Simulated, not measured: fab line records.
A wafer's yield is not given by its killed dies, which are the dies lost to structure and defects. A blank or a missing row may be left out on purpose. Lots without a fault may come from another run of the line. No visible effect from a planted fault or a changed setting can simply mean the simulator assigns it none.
fab line records || flow sky130
[record] {"lots": 14, "wafers": 42, "last_day": 49}
route steps=708 shown VIA3@589 PAD_OPEN@708
lots untouched by any fault: they come from a run of this same line in which no faults occurred
start_h: hours from the record's first day to the start of the lot's first wafer shown || wait_h: time in hours since the lot's previous step || " identical to the entry in the row above || L1.1+2: one row covering several wafers at once || - no value present, or no start provided || * or withheld: withheld || < > ~ a bound
route shown NAME@n: names a module that has steps shown in the file, with the first one's number in the route || usual: the fault-free wafers' mean and standard deviation || same: alike in all rows || chamber/n: place in a boat || sites: per-site readings || _std_site: standard deviation of those values || _edge_site: outer sites' mean less inner sites' || radius_mm: how far each site lies from the wafer's centre || mask NAME#n: copy n || behind: tool/chamber where the wafer was last shaped || hold: cause of the lot's hold/its duration in hours/its outcome || device: names the non-switching transistor (n, p or np) || end of line: tests of these same wafers at the route's end || step lacking rows: just its recipe || killed: dies lost to structure and defects at the first sort, not the wafer's yield || map: a wafer's dies, x killed, . not, _ none there
set.NAME: the setting that was run; set.NAME@STEP: the one run at that earlier step || model.NAME: the simulator's own value behind a step, which no gauge read
the route's steps for a sample of lots (tables are steps, rows are wafers)
services: a tool's chamber out of use, with start hour (start_h, from the record's first day; less than 0 if before it), hours out, and reason
[[steps]]
[step SKY_VIA3_STRIP_16]
[recipe] {"chemistry": "O2/N2", "power_w": 1400, "pressure_mtorr": 1500, "platen_temp_c": "withheld", "o2_flow_sccm": 3000, "n2_flow_sccm": 300, "overash_fraction": 0.5}
[usual] {"chamber_pressure_mTorr": "1500.0/1.3", "drypump_motor_current_A": "5.7/0.54", "n2_flow_sccm": "299.7/0.92", "oes_product_au": "0.401/0.0045", "strip_time_to_endpoint_s": "4.122/0.022"}
{"lot.wafer": "L209.1", "tool": "plasma_asher-01", "chamber": 0, "start_h": 921.96, "wait_h": 0.0, "chamber_pressure_mTorr": 1499.4, "drypump_motor_current_A": 6.4, "n2_flow_sccm": 299.0, "oes_product_au": 0.399, "rf_hours_counter_h": 18, "strip_time_to_endpoint_s": 4.109}
{"lot.wafer": "L209.4", "tool": "plasma_asher-01", "chamber": 0, "start_h": 921.96, "wait_h": 0.0, "chamber_pressure_mTorr": 1501.8, "drypump_motor_current_A": 6.4, "n2_flow_sccm": 297.9, "oes_product_au": 0.403, "rf_hours_counter_h": "-", "strip_time_to_endpoint_s": 4.118}
{"lot.wafer": "L209.6", "tool": "plasma_asher-01", "chamber": 0, "start_h": 921.96, "wait_h": 0.0, "chamber_pressure_mTorr": 1501.1, "drypump_motor_current_A": 6.4, "n2_flow_sccm": 298.9, "oes_product_au": 0.402, "rf_hours_counter_h": "-", "strip_time_to_endpoint_s": 4.118}
{"lot.wafer": "L210.1", "tool": "plasma_asher-03", "chamber": 0, "start_h": 926.91, "wait_h": 0.0, "chamber_pressure_mTorr": 1500.2, "drypump_motor_current_A": 5.7, "n2_flow_sccm": 298.2, "oes_product_au": 0.404, "rf_hours_counter_h": 81, "strip_time_to_endpoint_s": 4.143}
{"lot.wafer": "L210.2", "tool": "plasma_asher-03", "chamber": 1, "start_h": 926.91, "wait_h": 0.0, "chamber_pressure_mTorr": 1499.3, "drypump_motor_current_A": 5.7, "n2_flow_sccm": 300.6, "oes_product_au": 0.397, "rf_hours_counter_h": 81, "strip_time_to_endpoint_s": 4.121}
{"lot.wafer": "L210.6", "tool": "plasma_asher-03", "chamber": 1, "start_h": 926.91, "wait_h": 0.0, "chamber_pressure_mTorr": 1502.7, "drypump_motor_current_A": 5.7, "n2_flow_sccm": 300.5, "oes_product_au": 0.400, "rf_hours_counter_h": "-", "strip_time_to_endpoint_s": 4.142}
{"lot.wafer": "L212.1", "tool": "plasma_asher-04", "chamber": 0, "start_h": 946.99, "wait_h": 0.0, "chamber_pressure_mTorr": 1500.5, "drypump_motor_current_A": 6.1, "n2_flow_sccm": 299.2, "oes_product_au": 0.408, "rf_hours_counter_h": 52, "strip_time_to_endpoint_s": 4.118}
{"lot.wafer": "L212.3", "tool": "plasma_asher-04", "chamber": 1, "start_h": 946.99, "wait_h": 0.0, "chamber_pressure_mTorr": 1498.3, "drypump_motor_current_A": 5.2, "n2_flow_sccm": 300.2, "oes_product_au": 0.402, "rf_hours_counter_h": "-", "strip_time_to_endpoint_s": 4.116}
{"lot.wafer": "L212.6", "tool": "plasma_asher-04", "chamber": 0, "start_h": 946.99, "wait_h": 0.0, "chamber_pressure_mTorr": 1500.8, "drypump_motor_current_A": 6.1, "n2_flow_sccm": 299.4, "oes_product_au": 0.398, "rf_hours_counter_h": "-", "strip_time_to_endpoint_s": 4.109}
{"lot.wafer": "L215.2", "tool": "plasma_asher-04", "chamber": 0, "start_h": 974.04, "wait_h": 0.0, "chamber_pressure_mTorr": 1499.3, "drypump_motor_current_A": 6.1, "n2_flow_sccm": 299.1, "oes_product_au": 0.400, "rf_hours_counter_h": 55, "strip_time_to_endpoint_s": 4.130}
{"lot.wafer": "L215.3", "tool": "plasma_asher-04", "chamber": 1, "start_h": 974.04, "wait_h": 0.0, "chamber_pressure_mTorr": 1501.1, "drypump_motor_current_A": 5.2, "n2_flow_sccm": 299.6, "oes_product_au": 0.410, "rf_hours_counter_h": "-", "strip_time_to_endpoint_s": 4.103}
{"lot.wafer": "L215.6", "tool": "plasma_asher-04", "chamber": 0, "start_h": 974.04, "wait_h": 0.0, "chamber_pressure_mTorr": 1498.8, "drypump_motor_current_A": 6.1, "n2_flow_sccm": 299.9, "oes_product_au": 0.401, "rf_hours_counter_h": "-", "strip_time_to_endpoint_s": 4.112}
{"lot.wafer": "L216.2", "tool": "plasma_asher-04", "chamber": 1, "start_h": 974.99, "wait_h": 0.0, "chamber_pressure_mTorr": 1501.5, "drypump_motor_current_A": 5.2, "n2_flow_sccm": 299.2, "oes_product_au": 0.401, "rf_hours_counter_h": 55, "strip_time_to_endpoint_s": 4.093}
{"lot.wafer": "L216.4", "tool": "plasma_asher-04", "chamber": 1, "start_h": 974.99, "wait_h": 0.0, "chamber_pressure_mTorr": 1498.3, "drypump_motor_current_A": 5.2, "n2_flow_sccm": 300.4, "oes_product_au": 0.407, "rf_hours_counter_h": "-", "strip_time_to_endpoint_s": 4.088}
{"lot.wafer": "L216.6", "tool": "plasma_asher-04", "chamber": 1, "start_h": 974.99, "wait_h": 0.0, "chamber_pressure_mTorr": 1501.1, "drypump_motor_current_A": 5.2, "n2_flow_sccm": 299.8, "oes_product_au": 0.401, "rf_hours_counter_h": "-", "strip_time_to_endpoint_s": 4.062}
{"lot.wafer": "L217.3", "tool": "plasma_asher-01", "chamber": 1, "start_h": 986.47, "wait_h": 0.1, "chamber_pressure_mTorr": 1500.2, "drypump_motor_current_A": 5.0, "n2_flow_sccm": 299.8, "oes_product_au": 0.401, "rf_hours_counter_h": "-", "strip_time_to_endpoint_s": 4.081}
{"lot.wafer": "L217.5", "tool": "plasma_asher-01", "chamber": 1, "start_h": 986.47, "wait_h": 0.1, "chamber_pressure_mTorr": 1498.5, "drypump_motor_current_A": 5.0, "n2_flow_sccm": 298.1, "oes_product_au": 0.397, "rf_hours_counter_h": "-", "strip_time_to_endpoint_s": 4.102}
{"lot.wafer": "L217.6", "tool": "plasma_asher-01", "chamber": 0, "start_h": 986.47, "wait_h": 0.1, "chamber_pressure_mTorr": 1498.8, "drypump_motor_current_A": 6.4, "n2_flow_sccm": 300.2, "oes_product_au": 0.403, "rf_hours_counter_h": "-", "strip_time_to_endpoint_s": 4.116}
{"lot.wafer": "L218.2", "tool": "plasma_asher-03", "chamber": 0, "start_h": 992.78, "wait_h": 0.0, "chamber_pressure_mTorr": 1499.9, "drypump_motor_current_A": 5.8, "n2_flow_sccm": 298.3, "oes_product_au": 0.402, "rf_hours_counter_h": 87, "strip_time_to_endpoint_s": 4.166}
{"lot.wafer": "L218.3", "tool": "plasma_asher-03", "chamber": 1, "start_h": 992.78, "wait_h": 0.0, "chamber_pressure_mTorr": 1500.8, "drypump_motor_current_A": 5.7, "n2_flow_sccm": 300.5, "oes_product_au": 0.407, "rf_hours_counter_h": "-", "strip_time_to_endpoint_s": 4.140}
{"lot.wafer": "L218.5", "tool": "plasma_asher-03", "chamber": 0, "start_h": 992.78, "wait_h": 0.0, "chamber_pressure_mTorr": 1499.1, "drypump_motor_current_A": 5.8, "n2_flow_sccm": 300.4, "oes_product_au": 0.401, "rf_hours_counter_h": "-", "strip_time_to_endpoint_s": 4.146}
{"lot.wafer": "L220.1", "tool": "plasma_asher-04", "chamber": 0, "start_h": 1003.93, "wait_h": 0.0, "chamber_pressure_mTorr": 1499.9, "drypump_motor_current_A": 6.1, "n2_flow_sccm": 301.3, "oes_product_au": 0.396, "rf_hours_counter_h": 58, "strip_time_to_endpoint_s": 4.103}
{"lot.wafer": "L220.2", "tool": "plasma_asher-04", "chamber": 1, "start_h": 1003.93, "wait_h": 0.0, "chamber_pressure_mTorr": 1499.4, "drypump_motor_current_A": 5.2, "n2_flow_sccm": 300.6, "oes_product_au": 0.398, "rf_hours_counter_h": 58, "strip_time_to_endpoint_s": 4.113}
{"lot.wafer": "L220.6", "tool": "plasma_asher-04", "chamber": 0, "start_h": 1003.93, "wait_h": 0.0, "chamber_pressure_mTorr": 1501.0, "drypump_motor_current_A": 6.1, "n2_flow_sccm": 300.8, "oes_product_au": 0.410, "rf_hours_counter_h": "-", "strip_time_to_endpoint_s": 4.109}
{"lot.wafer": "L222.1", "tool": "plasma_asher-01", "chamber": 0, "start_h": 1012.34, "wait_h": 0.1, "chamber_pressure_mTorr": 1501.4, "drypump_motor_current_A": 6.4, "n2_flow_sccm": 298.8, "oes_product_au": 0.404, "rf_hours_counter_h": 27, "strip_time_to_endpoint_s": 4.115}
{"lot.wafer": "L222.2", "tool": "plasma_asher-01", "chamber": 1, "start_h": 1012.34, "wait_h": 0.1, "chamber_pressure_mTorr": 1500.1, "drypump_motor_current_A": 5.0, "n2_flow_sccm": 299.6, "oes_product_au": 0.404, "rf_hours_counter_h": 27, "strip_time_to_endpoint_s": 4.095}
{"lot.wafer": "L222.5", "tool": "plasma_asher-01", "chamber": 0, "start_h": 1012.34, "wait_h": 0.1, "chamber_pressure_mTorr": 1499.9, "drypump_motor_current_A": 6.4, "n2_flow_sccm": 300.9, "oes_product_au": 0.404, "rf_hours_counter_h": "-", "strip_time_to_endpoint_s": 4.129}
{"lot.wafer": "L223.1", "tool": "plasma_asher-03", "chamber": 1, "start_h": 1021.83, "wait_h": 0.0, "chamber_pressure_mTorr": 1500.3, "drypump_motor_current_A": 5.7, "n2_flow_sccm": 301.0, "oes_product_au": 0.404, "rf_hours_counter_h": 90, "strip_time_to_endpoint_s": 4.127}
{"lot.wafer": "L223.5", "tool": "plasma_asher-03", "chamber": 1, "start_h": 1021.83, "wait_h": 0.0, "chamber_pressure_mTorr": 1500.0, "drypump_motor_current_A": 5.7, "n2_flow_sccm": 301.5, "oes_product_au": 0.402, "rf_hours_counter_h": "-", "strip_time_to_endpoint_s": 4.125}
{"lot.wafer": "L223.6", "tool": "plasma_asher-03", "chamber": 0, "start_h": 1021.83, "wait_h": 0.0, "chamber_pressure_mTorr": 1499.4, "drypump_motor_current_A": 5.7, "n2_flow_sccm": 301.2, "oes_product_au": 0.401, "rf_hours_counter_h": "-", "strip_time_to_endpoint_s": 4.090}
{"lot.wafer": "L224.1", "tool": "plasma_asher-04", "chamber": 1, "start_h": 1033.99, "wait_h": 0.0, "chamber_pressure_mTorr": "-", "drypump_motor_current_A": "-", "n2_flow_sccm": "-", "oes_product_au": "-", "rf_hours_counter_h": "-", "strip_time_to_endpoint_s": "-"}
{"lot.wafer": "L224.3", "tool": "plasma_asher-04", "chamber": 0, "start_h": 1033.99, "wait_h": 0.0, "chamber_pressure_mTorr": "-", "drypump_motor_current_A": "-", "n2_flow_sccm": "-", "oes_product_au": "-", "rf_hours_counter_h": "-", "strip_time_to_endpoint_s": "-"}
{"lot.wafer": "L224.4", "tool": "plasma_asher-04", "chamber": 1, "start_h": 1033.99, "wait_h": 0.0, "chamber_pressure_mTorr": "-", "drypump_motor_current_A": "-", "n2_flow_sccm": "-", "oes_product_au": "-", "rf_hours_counter_h": "-", "strip_time_to_endpoint_s": "-"}
{"lot.wafer": "L225.1", "tool": "plasma_asher-01", "chamber": 1, "start_h": 1034.13, "wait_h": 0.0, "chamber_pressure_mTorr": "-", "drypump_motor_current_A": "-", "n2_flow_sccm": "-", "oes_product_au": "-", "rf_hours_counter_h": "-", "strip_time_to_endpoint_s": "-"}
{"lot.wafer": "L225.5", "tool": "plasma_asher-01", "chamber": 0, "start_h": 1034.13, "wait_h": 0.0, "chamber_pressure_mTorr": "-", "drypump_motor_current_A": "-", "n2_flow_sccm": "-", "oes_product_au": "-", "rf_hours_counter_h": "-", "strip_time_to_endpoint_s": "-"}
{"lot.wafer": "L225.6", "tool": "plasma_asher-01", "chamber": 1, "start_h": 1034.13, "wait_h": 0.0, "chamber_pressure_mTorr": "-", "drypump_motor_current_A": "-", "n2_flow_sccm": "-", "oes_product_au": "-", "rf_hours_counter_h": "-", "strip_time_to_endpoint_s": "-"}
{"lot.wafer": "L226.1", "tool": "plasma_asher-01", "chamber": 0, "start_h": 1040.63, "wait_h": 0.0, "chamber_pressure_mTorr": 1499.1, "drypump_motor_current_A": 6.4, "n2_flow_sccm": 300.4, "oes_product_au": 0.402, "rf_hours_counter_h": 30, "strip_time_to_endpoint_s": 4.129}
{"lot.wafer": "L226.4", "tool": "plasma_asher-01", "chamber": 0, "start_h": 1040.63, "wait_h": 0.0, "chamber_pressure_mTorr": 1499.7, "drypump_motor_current_A": 6.4, "n2_flow_sccm": 299.2, "oes_product_au": 0.389, "rf_hours_counter_h": "-", "strip_time_to_endpoint_s": 4.121}
{"lot.wafer": "L226.5", "tool": "plasma_asher-01", "chamber": 1, "start_h": 1040.63, "wait_h": 0.0, "chamber_pressure_mTorr": 1500.3, "drypump_motor_current_A": 5.0, "n2_flow_sccm": 299.7, "oes_product_au": 0.397, "rf_hours_counter_h": "-", "strip_time_to_endpoint_s": 4.130}
{"lot.wafer": "L229.1", "tool": "plasma_asher-01", "chamber": 1, "start_h": 1067.74, "wait_h": 0.0, "chamber_pressure_mTorr": 1498.9, "drypump_motor_current_A": 5.0, "n2_flow_sccm": 300.6, "oes_product_au": 0.402, "rf_hours_counter_h": 33, "strip_time_to_endpoint_s": 4.137}
{"lot.wafer": "L229.3", "tool": "plasma_asher-01", "chamber": 1, "start_h": 1067.74, "wait_h": 0.0, "chamber_pressure_mTorr": 1500.8, "drypump_motor_current_A": 5.0, "n2_flow_sccm": 300.4, "oes_product_au": 0.405, "rf_hours_counter_h": "-", "strip_time_to_endpoint_s": 4.119}
{"lot.wafer": "L229.5", "tool": "plasma_asher-01", "chamber": 1, "start_h": 1067.74, "wait_h": 0.0, "chamber_pressure_mTorr": 1499.5, "drypump_motor_current_A": 5.0, "n2_flow_sccm": 300.4, "oes_product_au": 0.396, "rf_hours_counter_h": "-", "strip_time_to_endpoint_s": 4.084}
[step SKY_PAD_OPEN_PROBE_99]
[usual] {"defect_limited_yield": "82.5/1.9", "killed_at_M0_to_M3": "42/7.4", "killed_at_M4_up": "3.4/1.8", "killed_at_contacts": "25/5.4", "killed_at_front_end": "15/4.4", "killed_at_other": "0.2/0.52", "killed_dies": "86/9.3", "killed_on_rim": "17/3.9", "killed_open": "47/7.6", "killed_short": "39/6.5", "sort_bin_3_pad_short": "0.9/0.46", "sort_bin_5_function": "10.3/1.5", "sort_bin_6_memory": "6.3/1.2", "sort_n_pass": "406/9.3", "sort_yield_pct": "82.5/1.9"}
[same] {"gross_dies": 492, "killed_at_back_side": 0, "sort_bin_4_leakage[%]": 0, "sort_bin_8_speed[%]": 0}
{"lot.wafer": "L216.2", "tool": "prober-02", "chamber": "-", "start_h": 1113.67, "wait_h": 0.1, "defect_limited_yield[%]": 83.7, "killed_at_M0_to_M3": 43, "killed_at_M4_up": 4, "killed_at_contacts": 30, "killed_at_front_end": 3, "killed_at_other": 0, "killed_dies": 80, "killed_on_rim": 13, "killed_open": 51, "killed_short": 29, "sort_bin_3_pad_short[%]": 1.0, "sort_bin_5_function[%]": 8.5, "sort_bin_6_memory[%]": 6.7, "sort_n_pass": 412, "sort_yield_pct[%]": 83.7}
{"lot.wafer": "L216.4", "tool": "prober-02", "chamber": "-", "start_h": 1113.77, "wait_h": 0.2, "defect_limited_yield[%]": 81.9, "killed_at_M0_to_M3": 42, "killed_at_M4_up": 3, "killed_at_contacts": 27, "killed_at_front_end": 17, "killed_at_other": 0, "killed_dies": 89, "killed_on_rim": 20, "killed_open": 44, "killed_short": 45, "sort_bin_3_pad_short[%]": 0.8, "sort_bin_5_function[%]": 11.8, "sort_bin_6_memory[%]": 5.5, "sort_n_pass": 403, "sort_yield_pct[%]": 81.9}
{"lot.wafer": "L216.6", "tool": "prober-02", "chamber": "-", "start_h": 1113.87, "wait_h": 0.2, "defect_limited_yield[%]": 81.5, "killed_at_M0_to_M3": 45, "killed_at_M4_up": 5, "killed_at_contacts": 26, "killed_at_front_end": 15, "killed_at_other": 0, "killed_dies": 91, "killed_on_rim": 18, "killed_open": 47, "killed_short": 44, "sort_bin_3_pad_short[%]": 2.4, "sort_bin_5_function[%]": 9.1, "sort_bin_6_memory[%]": 6.9, "sort_n_pass": 401, "sort_yield_pct[%]": 81.5}
{"lot.wafer": "L218.2", "tool": "prober-02", "chamber": "-", "start_h": 1128.70, "wait_h": 0.1, "defect_limited_yield[%]": 83.7, "killed_at_M0_to_M3": 45, "killed_at_M4_up": 3, "killed_at_contacts": 19, "killed_at_front_end": 12, "killed_at_other": 1, "killed_dies": 80, "killed_on_rim": 10, "killed_open": 41, "killed_short": 39, "sort_bin_3_pad_short[%]": 1.2, "sort_bin_5_function[%]": 9.1, "sort_bin_6_memory[%]": 5.9, "sort_n_pass": 412, "sort_yield_pct[%]": 83.7}
{"lot.wafer": "L218.3", "tool": "prober-02", "chamber": "-", "start_h": 1128.75, "wait_h": 0.2, "defect_limited_yield[%]": 83.1, "killed_at_M0_to_M3": 42, "killed_at_M4_up": 3, "killed_at_contacts": 24, "killed_at_front_end": 14, "killed_at_other": 0, "killed_dies": 83, "killed_on_rim": 16, "killed_open": 39, "killed_short": 44, "sort_bin_3_pad_short[%]": 1.0, "sort_bin_5_function[%]": 9.6, "sort_bin_6_memory[%]": 6.3, "sort_n_pass": 409, "sort_yield_pct[%]": 83.1}
{"lot.wafer": "L218.5", "tool": "prober-02", "chamber": "-", "start_h": 1128.85, "wait_h": 0.2, "defect_limited_yield[%]": 84.1, "killed_at_M0_to_M3": 36, "killed_at_M4_up": 5, "killed_at_contacts": 20, "killed_at_front_end": 17, "killed_at_other": 0, "killed_dies": 78, "killed_on_rim": 17, "killed_open": 34, "killed_short": 44, "sort_bin_3_pad_short[%]": 0.8, "sort_bin_5_function[%]": 9.8, "sort_bin_6_memory[%]": 5.3, "sort_n_pass": 414, "sort_yield_pct[%]": 84.1}
{"lot.wafer": "L222.1", "tool": "prober-02", "chamber": "-", "start_h": 1143.60, "wait_h": 0.1, "defect_limited_yield[%]": 85.4, "killed_at_M0_to_M3": 35, "killed_at_M4_up": 0, "killed_at_contacts": 23, "killed_at_front_end": 14, "killed_at_other": 0, "killed_dies": 72, "killed_on_rim": 14, "killed_open": 40, "killed_short": 32, "sort_bin_3_pad_short[%]": 0.2, "sort_bin_5_function[%]": 7.9, "sort_bin_6_memory[%]": 6.5, "sort_n_pass": 420, "sort_yield_pct[%]": 85.4}
{"lot.wafer": "L222.2", "tool": "prober-02", "chamber": "-", "start_h": 1143.65, "wait_h": 0.1, "defect_limited_yield[%]": 83.9, "killed_at_M0_to_M3": 34, "killed_at_M4_up": 0, "killed_at_contacts": 26, "killed_at_front_end": 19, "killed_at_other": 0, "killed_dies": 79, "killed_on_rim": 18, "killed_open": 43, "killed_short": 36, "sort_bin_3_pad_short[%]": 0.4, "sort_bin_5_function[%]": 7.1, "sort_bin_6_memory[%]": 8.5, "sort_n_pass": 413, "sort_yield_pct[%]": 83.9}
{"lot.wafer": "L222.5", "tool": "prober-02", "chamber": "-", "start_h": 1143.80, "wait_h": 0.2, "defect_limited_yield[%]": 82.9, "killed_at_M0_to_M3": 45, "killed_at_M4_up": 4, "killed_at_contacts": 25, "killed_at_front_end": 10, "killed_at_other": 0, "killed_dies": 84, "killed_on_rim": 15, "killed_open": 48, "killed_short": 36, "sort_bin_3_pad_short[%]": 1.4, "sort_bin_5_function[%]": 9.6, "sort_bin_6_memory[%]": 6.1, "sort_n_pass": 408, "sort_yield_pct[%]": 82.9}
{"lot.wafer": "L224.1", "tool": "prober-01", "chamber": "-", "start_h": 1160.47, "wait_h": 0.1, "defect_limited_yield[%]": 0, "killed_at_M0_to_M3": 447, "killed_at_M4_up": 3, "killed_at_contacts": 26, "killed_at_front_end": 16, "killed_at_other": 0, "killed_dies": 492, "killed_on_rim": 96, "killed_open": 52, "killed_short": 37, "sort_bin_3_pad_short[%]": 0.6, "sort_bin_5_function[%]": 92.7, "sort_bin_6_memory[%]": 6.7, "sort_n_pass": 0, "sort_yield_pct[%]": 0}
{"lot.wafer": "L224.3", "tool": "prober-01", "chamber": "-", "start_h": 1160.57, "wait_h": 0.2, "defect_limited_yield[%]": 0, "killed_at_M0_to_M3": 455, "killed_at_M4_up": 5, "killed_at_contacts": 18, "killed_at_front_end": 14, "killed_at_other": 0, "killed_dies": 492, "killed_on_rim": 96, "killed_open": 41, "killed_short": 42, "sort_bin_3_pad_short[%]": 1.4, "sort_bin_5_function[%]": 91.7, "sort_bin_6_memory[%]": 6.9, "sort_n_pass": 0, "sort_yield_pct[%]": 0}
{"lot.wafer": "L224.4", "tool": "prober-01", "chamber": "-", "start_h": 1160.62, "wait_h": 0.2, "defect_limited_yield[%]": 0, "killed_at_M0_to_M3": 444, "killed_at_M4_up": 3, "killed_at_contacts": 22, "killed_at_front_end": 22, "killed_at_other": 1, "killed_dies": 492, "killed_on_rim": 96, "killed_open": 40, "killed_short": 39, "sort_bin_3_pad_short[%]": 0.4, "sort_bin_5_function[%]": 91.9, "sort_bin_6_memory[%]": 7.7, "sort_n_pass": 0, "sort_yield_pct[%]": 0}
{"lot.wafer": "L225.1", "tool": "prober-02", "chamber": "-", "start_h": 1160.84, "wait_h": 0.1, "defect_limited_yield[%]": 0, "killed_at_M0_to_M3": 450, "killed_at_M4_up": 3, "killed_at_contacts": 26, "killed_at_front_end": 13, "killed_at_other": 0, "killed_dies": 492, "killed_on_rim": 96, "killed_open": 52, "killed_short": 30, "sort_bin_3_pad_short[%]": 1.0, "sort_bin_5_function[%]": 91.5, "sort_bin_6_memory[%]": 7.5, "sort_n_pass": 0, "sort_yield_pct[%]": 0}
{"lot.wafer": "L225.5", "tool": "prober-02", "chamber": "-", "start_h": 1161.04, "wait_h": 0.2, "defect_limited_yield[%]": 0, "killed_at_M0_to_M3": 446, "killed_at_M4_up": 3, "killed_at_contacts": 25, "killed_at_front_end": 18, "killed_at_other": 0, "killed_dies": 492, "killed_on_rim": 96, "killed_open": 59, "killed_short": 42, "sort_bin_3_pad_short[%]": 1.2, "sort_bin_5_function[%]": 92.5, "sort_bin_6_memory[%]": 6.3, "sort_n_pass": 0, "sort_yield_pct[%]": 0}
{"lot.wafer": "L225.6", "tool": "prober-02", "chamber": "-", "start_h": 1161.09, "wait_h": 0.2, "defect_limited_yield[%]": 0, "killed_at_M0_to_M3": 454, "killed_at_M4_up": 7, "killed_at_contacts": 22, "killed_at_front_end": 8, "killed_at_other": 1, "killed_dies": 492, "killed_on_rim": 96, "killed_open": 37, "killed_short": 38, "sort_bin_3_pad_short[%]": 0.8, "sort_bin_5_function[%]": 94.7, "sort_bin_6_memory[%]": 4.5, "sort_n_pass": 0, "sort_yield_pct[%]": 0}
// killed by level:class
L216.2 LI_CONTACT:geometric_particle:open=11 VIA1:geometric_particle:open=11 CONTACT:geometric_particle:open=9 CONTACT:geometric_particle:short=7 VIA3:geometric_particle:open=7 METAL2:geometric_particle:short=6 VIA2:geometric_particle:open=6 VIA1:geometric_particle:short=4
L216.4 CONTACT:geometric_particle:short=9 VIA1:geometric_particle:open=9 VIA3:geometric_particle:open=8 CONTACT:geometric_particle:open=7 VIA1:geometric_particle:short=7 POLY_GATE:geometric_particle:open=5 LI_CONTACT:geometric_particle:open=5 METAL2:geometric_particle:short=5
L216.6 VIA2:geometric_particle:open=10 VIA1:geometric_particle:open=8 CONTACT:geometric_particle:open=7 LI_CONTACT:geometric_particle:open=6 METAL2:geometric_particle:short=6 LOCAL_INTERCONNECT:geometric_particle:short=5 CONTACT:geometric_particle:short=5 POLY_GATE:geometric_particle:short=4
L218.2 VIA1:geometric_particle:open=15 VIA1:geometric_particle:short=7 CONTACT:geometric_particle:short=7 VIA2:geometric_particle:open=7 FIELD_ISO:geometric_particle:short=5 LI_CONTACT:geometric_particle:open=5 METAL2:geometric_particle:short=5 LOCAL_INTERCONNECT:geometric_particle:short=4
L218.3 CONTACT:geometric_particle:open=10 METAL1:geometric_particle:short=9 METAL2:geometric_particle:short=9 VIA1:geometric_particle:open=7 VIA2:geometric_particle:open=7 FIELD_ISO:geometric_particle:short=5 FIELD_ISO:geometric_particle:open=4 LI_CONTACT:geometric_particle:short=4
L218.5 VIA1:geometric_particle:open=8 VIA1:geometric_particle:short=7 CONTACT:geometric_particle:short=6 METAL2:geometric_particle:short=6 POLY_GATE:geometric_particle:short=5 CONTACT:geometric_particle:open=5 LOCAL_INTERCONNECT:geometric_particle:short=4 VIA2:geometric_particle:open=4
L222.1 LI_CONTACT:geometric_particle:open=8 CONTACT:geometric_particle:open=7 VIA1:geometric_particle:open=7 METAL2:geometric_particle:short=5 VIA2:geometric_particle:open=5 FIELD_ISO:geometric_particle:short=4 VIA3:geometric_particle:open=4 METAL2:geometric_particle:open=4
L222.2 CONTACT:geometric_particle:open=9 VIA1:geometric_particle:open=9 LI_CONTACT:geometric_particle:open=8 VIA1:geometric_particle:short=6 METAL2:geometric_particle:short=6 CONTACT:geometric_particle:short=5 FIELD_ISO:geometric_particle:short=4 POLY_GATE:geometric_particle:open=4
L222.5 VIA1:geometric_particle:open=9 VIA3:geometric_particle:open=8 CONTACT:geometric_particle:short=6 CONTACT:geometric_particle:open=6 LI_CONTACT:geometric_particle:open=5 METAL1:geometric_particle:short=5 VIA1:geometric_particle:short=5 METAL2:geometric_particle:short=5
L224.1 VIA3:area_sputter=403 VIA1:geometric_particle:open=10 LI_CONTACT:geometric_particle:open=9 CONTACT:geometric_particle:open=9 METAL2:geometric_particle:short=8 VIA3:geometric_particle:open=7 VIA1:geometric_particle:short=5 CONTACT:geometric_particle:short=3
L224.3 VIA3:area_sputter=409 METAL2:geometric_particle:short=8 CONTACT:geometric_particle:open=7 VIA3:geometric_particle:open=7 METAL3:geometric_particle:short=7 VIA1:geometric_particle:open=6 VIA2:geometric_particle:open=6 METAL4:geometric_particle:short=5
L224.4 VIA3:area_sputter=413 CONTACT:geometric_particle:open=7 FIELD_ISO:geometric_particle:open=6 VIA1:geometric_particle:open=6 LOCAL_INTERCONNECT:geometric_particle:short=5 FIELD_ISO:geometric_particle:short=4 POLY_GATE:geometric_particle:short=4 POLY_GATE:geometric_particle:open=4
L225.1 VIA3:area_sputter=410 VIA2:geometric_particle:open=10 LI_CONTACT:geometric_particle:open=8 CONTACT:geometric_particle:open=7 VIA1:geometric_particle:open=7 POLY_GATE:geometric_particle:open=6 VIA3:geometric_particle:open=5 POLY_GATE:geometric_particle:short=4
L225.5 VIA3:area_sputter=391 VIA1:geometric_particle:open=13 VIA2:geometric_particle:open=13 CONTACT:geometric_particle:open=8 FIELD_ISO:geometric_particle:open=7 CONTACT:geometric_particle:short=6 METAL1:geometric_particle:short=6 POLY_GATE:geometric_particle:open=5
L225.6 VIA3:area_sputter=417 VIA1:geometric_particle:open=12 LOCAL_INTERCONNECT:geometric_particle:short=6 FIELD_ISO:geometric_particle:short=5 VIA3:geometric_particle:open=5 CONTACT:geometric_particle:open=5 METAL4:geometric_particle:short=5 METAL1:geometric_particle:short=5
[[services]]
{"tool": "plasma_asher-01", "chamber": "-", "start_h": 922.68, "hours": 2.8, "kind": "pm"}
{"tool": "plasma_asher-03", "chamber": "-", "start_h": 941.30, "hours": 4.3, "kind": "pm"}
{"tool": "plasma_asher-03", "chamber": "-", "start_h": 985.70, "hours": 5.7, "kind": "repair"}
{"tool": "plasma_asher-04", "chamber": "-", "start_h": 1063.70, "hours": 28.1, "kind": "pm"}
[[key]]
[first_sign] {"step": "SKY_VIA3_STRIP_16", "reading": "tool_record", "direction": "missing"}
[effect] {"step": "SKY_PAD_OPEN_PROBE_99", "reading": "sort_bin_5_function", "direction": "up", "sigmas": 55, "usual": 10.3, "struck": 92.5}
[more_kills_born_at] {"SKY_VIA3_SPUTTER_20@pvd_sputter-03": 1225, "SKY_VIA3_SPUTTER_20@pvd_sputter-04": 1218}
met_at SKY_VIA3_STRIP_16
struck_lots L224,L225
later_rows_left_out L224.1,L224.3,L224.4,L225.1,L225.5,L225.6
onset_between 1012.34 1033.99
[fault] {"kind": "skipped_step_whole", "tool": "plasma_asher-01,plasma_asher-04", "chamber": "-", "onset_h": 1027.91, "steps": "SKY_VIA3_STRIP_16", "scope": "struck_lots_only"}
// later_rows_left_out: the simulator's readings of these wafers behind a module that went badly wrong aren't trusted and aren't shown, but for the sort
